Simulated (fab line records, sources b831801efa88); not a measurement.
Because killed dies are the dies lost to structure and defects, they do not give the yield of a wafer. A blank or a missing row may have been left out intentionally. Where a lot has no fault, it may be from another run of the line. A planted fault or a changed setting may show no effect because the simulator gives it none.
2 desks, one fault | flow gf180mcu | numbers are kept per desk, each desk with only its own; the story behind them comes last

== FOR THE TOOL OWNER'S DESK: pecvd-04 ==
The tool's own readings at GF_SAB_CVD_00 (deposits SiO2 from TEOS, target thk 50 nm, time 4.9302 s): means of the sampled wafers that have a number, for each lot that ran on this tool. A lot is out of limits, marked OUT, if its mean lies more than 4 standard deviations from the usual mean; the brackets give that distance.
Columns: A = heater_power_outer_w at GF_SAB_CVD_00, usual 393 W; B = heater_power_w at GF_SAB_CVD_00, usual 670 W
lot  | first seen here | A   | B
L872 | day 15 01:59    | 350 | 621
L877 | day 16 20:13    | 325 | 583
L878 | day 17 11:31    | 391 | 701
L879 | day 17 14:08    | 365 | 662
Finding of this desk: none of the 4 lots has anything out of limits.

== AT THE METROLOGY DESK ==
What the gauges read, lot by lot, whatever tool the lot ran on: means of the sampled wafers that have a number. A lot is out of limits, marked OUT, if its mean lies more than 4 standard deviations from the usual mean; the brackets give that distance.
Columns: A = NSD_OVL at GF_NSD_OVL_MEAS_08, usual -0.3 nm; B = SAB_CVD_00_THK at GF_SAB_THK_MEAS_01, usual 50.1 nm
lot  | first seen here | A    | B
L869 | day 13 11:16    | -1.1 | 50.7
L870 | day 13 17:27    | -1.0 | 50.0
L872 | day 14 03:48    | 0.1  | 49.6
L873 | day 14 19:56    | 0.0  | 50.4
L874 | day 14 20:56    | -0.9 | 50.1
L877 | day 15 20:55    | -0.2 | 49.7
L878 | day 16 11:42    | -1.0 | 49.4
L879 | day 16 13:19    | -1.9 | 51.4
L880 | day 16 17:16    | 1.0  | 50.4
L882 | day 17 16:55    | 0.2  | 50.7
L889 | day 20 14:41    | 0.1  | 48.8
L890 | day 21 04:56    | 0.8  | 50.1
L892 | day 21 11:33    | 2.6  | 50.2
Finding of this desk: none of the 13 lots has anything out of limits.

== PUT TOGETHER ==
Nothing out of limits was seen by the tool owner's desk.
The metrology desk saw nothing out of limits.

== WHAT WAS PUT IN BY THE SIMULATOR ==
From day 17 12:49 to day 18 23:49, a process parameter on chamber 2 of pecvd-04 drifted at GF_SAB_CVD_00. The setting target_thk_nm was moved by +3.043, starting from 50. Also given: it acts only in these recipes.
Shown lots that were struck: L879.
